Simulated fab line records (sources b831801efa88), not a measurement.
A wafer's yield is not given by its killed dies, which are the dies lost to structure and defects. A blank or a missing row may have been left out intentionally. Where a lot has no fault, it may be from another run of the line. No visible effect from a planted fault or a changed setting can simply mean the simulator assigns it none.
Chamber matching | flow sky130 | rie diel-02 running SKY_POLY_CUT_ETCH_10: 4 sister chambers
The step etches BARC in N2/H2, stops on SiO2, time 45.9 s, target depth 60 nm. 4 wafers are shown with their chamber, then 8 later ones without.

## EACH WAFER AND ITS CHAMBER
wafer  | chamber | oes product au (a.u.)
L261.4 | 0       | 0.855
L264.3 | 1       | 0.851
L264.6 | 2       | 0.853
L265.2 | 3       | 0.860

## WAFERS WITH NO CHAMBER GIVEN
wafer  | oes product au (a.u.)
L265.3 | 0.856
L265.5 | 0.857
L266.1 | 0.855
L266.3 | 0.848
L266.5 | 0.854
L267.2 | 0.852
L267.3 | 0.854
L267.5 | 0.861

## WHICH CHAMBER EACH WENT THROUGH
wafer  | from the rows above          | in truth
L265.3 | can't be placed: 0 or 2      | 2
L265.5 | can't be placed: 0 or 3 or 2 | 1
L266.1 | can't be placed: 0 or 2      | 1
L266.3 | can't be placed: 1 or 2      | 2
L266.5 | can't be placed: 0 or 2 or 1 | 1
L267.2 | can't be placed: 1 or 2 or 0 | 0
L267.3 | can't be placed: 0 or 2 or 1 | 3
L267.5 | 3                            | 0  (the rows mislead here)
Correct placement for 0 of the 8. These rows do not allow placing 7 (true chamber among the candidates in 4). 1 placed wrongly.
How it was worked out, from the rows above alone: a wafer's distance from a chamber is the root of the sum, over the readings, of the square of ((its reading less the chamber's mean) divided by the reading's scatter). If the next closest chamber is less than 2 further off than the closest, the wafer can't be placed; otherwise it belongs to the closest. Each chamber's mean is taken over the wafers shown for it. The scatter: root of mean squared gap, hidden wafer to nearest shown wafer, with one shown wafer a chamber.
